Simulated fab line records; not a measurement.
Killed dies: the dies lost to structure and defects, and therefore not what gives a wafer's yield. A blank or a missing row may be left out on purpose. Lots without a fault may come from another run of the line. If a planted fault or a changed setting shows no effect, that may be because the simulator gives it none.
A struck lot beside a sound one | flow sky130 | 15 out of 708 route steps
Sound: wafers L721.1, L721.2, L721.4. Wafers L726.2, L726.4, L726.6 were the ones struck. Last of all comes the cause.
At each step with rows: each side's tool, then ch and its chambers, then its first start. Under that, the readings that differ: sound wafers | struck wafers | difference of the means | sigmas: that difference in standard deviations of wafers without a fault.
alike: readings whose means differ by less than 2 such deviations, and words and numbers that are the same on both sides. not compared: withheld readings, readings that some wafer has no value for, bounds like >300 that may hide the same value, and numbers for which the record gives no deviation and whose values overlap.
The two part at a step that has a row with sigmas, a row that says differs or no value, or rows on one side only. Non-overlapping numbers with no deviation appear without sigmas and do not part them. A reading missing from all wafers of one side parts the sides only when that side holds two or more wafers.

first, 2 steps without rows for these wafers: SKY_GATE_OXIDE_IMPLANT_11; SKY_GATE_OXIDE_WET_ETCH_12 (etches SiO2 in dHF, target depth 16.8 nm, time 336 s).
SKY_GATE_OXIDE_STRIP_13: strips in O2/N2.
  sound on plasma-asher-03 ch 0,1, day 14 06:07; struck on plasma-asher-01 ch 0, day 15 22:58
  reading               | sound             | struck            | difference | sigmas
  oes-product-au (a.u.) | 0.723 0.724 0.723 | 0.712 0.713 0.716 | -0.010     | -2
  alike: drypump-motor-current-A, strip-time-to-endpoint-s
  not compared: rf-hours-counter-h
SKY_GATE_OXIDE_TW_MEAS_14:
  struck on film-metro-04, day 15 23:05; sound on film-metro-02, day 14 06:13
  reading       | sound       | struck      | difference | sigmas
  GATE_OXIDE_TW | 220 218 218 | 230 228 229 | +10        | +3
then, 3 steps without rows for these wafers: SKY_GATE_OXIDE_CLEAN_15 (cleans in SC1/SC2, time 150 s); SKY_GATE_OXIDE_OXIDATION_16 (stabilise 600 s, purge 300 s, target thk 3.57 nm); SKY_POLY_GATE_CVD_00 (deposits poly-Si, target thk 180 nm, time 720 s).
SKY_POLY_GATE_THK_MEAS_01:
  struck on film-metro-03, day 16 01:55; sound on film-metro-03, day 14 09:03
  alike: POLY_GATE_CVD_00_THK
then, 4 steps without rows for these wafers: SKY_RES_PROTECT_DEHYDRATE_00 (time 60 s); SKY_RES_PROTECT_HMDS_01 (prime time 60 s); SKY_RES_PROTECT_COAT_02 (resist thk 1140 nm); SKY_RES_PROTECT_SOFTBAKE_03 (time 60 s).
SKY_RES_PROTECT_EXPOSE_04: exposes mask RPM, target cd 1270 nm.
  sound on iline-stepper-01 ch 0, day 14 21:46; struck on iline-stepper-01 ch 0, day 16 16:17
  reading              | sound                | struck               | difference | sigmas
  exposure-dose-mJ-cm2 | 130.95 130.73 130.93 | 129.05 129.12 128.97 | -1.82      | -14
  alike: mask
then, 1 step without rows for these wafers: SKY_RES_PROTECT_PEB_05.
-- record jumps: 31 days separate the struck wafers' starts on either side; left off in module RES_PROTECT, taken up again in module PAD_OPEN, whose first shown step is the route's number 708 --
SKY_PAD_OPEN_PROBE_99:
  struck on prober-01, day 47 12:14; sound on prober-01, day 46 01:20
  alike: killed_at_M0_to_M3, killed_at_M4_up, killed-at-contacts, killed-at-front-end, killed-at-other, killed-dies, killed-on-rim, killed-open, killed-short

WHERE THEY PART
At SKY_GATE_OXIDE_STRIP_13 first; at SKY_RES_PROTECT_EXPOSE_04 last (within this record only). Later steps at which nothing parts them and some readings are alike: SKY_PAD_OPEN_PROBE_99.

WHY: what had been put in by the simulator
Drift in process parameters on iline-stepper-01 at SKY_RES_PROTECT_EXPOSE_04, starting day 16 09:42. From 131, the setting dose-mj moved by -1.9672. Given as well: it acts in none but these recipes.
